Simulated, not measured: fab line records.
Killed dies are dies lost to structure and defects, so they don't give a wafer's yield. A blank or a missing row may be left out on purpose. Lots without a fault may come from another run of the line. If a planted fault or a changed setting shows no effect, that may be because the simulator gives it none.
The tool behind it: which one?	flow gf180mcu	6 lots, 18 wafers sampled, at 3 steps of a route of 602

== WHAT THE GAUGES READ, wafer by wafer ==
GF_VT_IMPLANT_OVL_MEAS_07.
lot	measured	on	VT_IMPLANT_OVL (nm)
L265	day 6 08:20	overlay-01	-1.4 -0.1 0.3
L272	day 7 20:53	overlay-01	2.4 1.5 1.4
L274	day 8 06:35	overlay-01	2.3 0.6 0.2
L276	day 8 21:44	overlay-01	0.1 0.2 0.1
L280	day 10 01:56	overlay-02	-139.3 -140.7 -140.0
L285	day 11 05:32	overlay-01	1.1 0.6 1.9

== EACH LOT AND THE TOOL THAT RAN IT (in order: tool; ch and the chambers of the sampled wafers; start) ==
lot	GF_DNWELL_STRIP_08	GF_VT_IMPLANT_EXPOSE_04
L265	plasma-asher-03 ch 0,1, day 3 11:53	iline-stepper-01 ch 0, day 6 00:45
L272	plasma-asher-01 ch 0,1, day 4 18:36	iline-stepper-02 ch 0, day 7 13:08
L274	plasma-asher-04 ch 0,1, day 5 03:59	iline-stepper-02 ch 0, day 7 23:13
L276	plasma-asher-01 ch 0,1, day 5 16:46	iline-stepper-01 ch 0, day 8 14:29
L280	plasma-asher-03 ch 0,1, day 6 15:28	iline-stepper-02 ch 0, day 9 17:12
L285	plasma-asher-04 ch 0,1, day 7 15:23	iline-stepper-01 ch 0, day 10 20:56
- GF_DNWELL_STRIP_08: strips in O2/N2.
- GF_VT_IMPLANT_EXPOSE_04: exposes mask LVPWELL LV AREA, target cd 600 nm.

== THE ANSWER, worked out from the rows above alone ==
Rule: what is usual is taken from the lots themselves. The widest of any qualifying gaps counts: lots, ordered by their means at a reading, are off when they make up no more than a third of the lots, leave a main group of 4 or more, and stand apart from it by 3 or more times the standard deviation of that group's means. A main group is skipped when, at the precision printed for the reading in the tables above, its means are all equal. A lot without any number at a reading at which 4 lots or more have one is off too. All remaining lots with rows at the step are treated as sound.
Off: at GF_VT_IMPLANT_OVL_MEAS_07 (VT_IMPLANT_OVL), L280. The main group has a mean of 0.7 nm with a standard deviation of 0.78.
If a tool, at a process step before that reading, ran all the lots that are off and no sound lot after the first of them, it fits. Gauges at GF_VT_IMPLANT_OVL_MEAS_07: tried the same way as those tools. Can't be told from this: 3 tools fit, plasma-asher-03 at GF_DNWELL_STRIP_08, iline-stepper-02 at GF_VT_IMPLANT_EXPOSE_04, overlay-02 at GF_VT_IMPLANT_OVL_MEAS_07.

== WHAT THE SIMULATOR PUT IN ==
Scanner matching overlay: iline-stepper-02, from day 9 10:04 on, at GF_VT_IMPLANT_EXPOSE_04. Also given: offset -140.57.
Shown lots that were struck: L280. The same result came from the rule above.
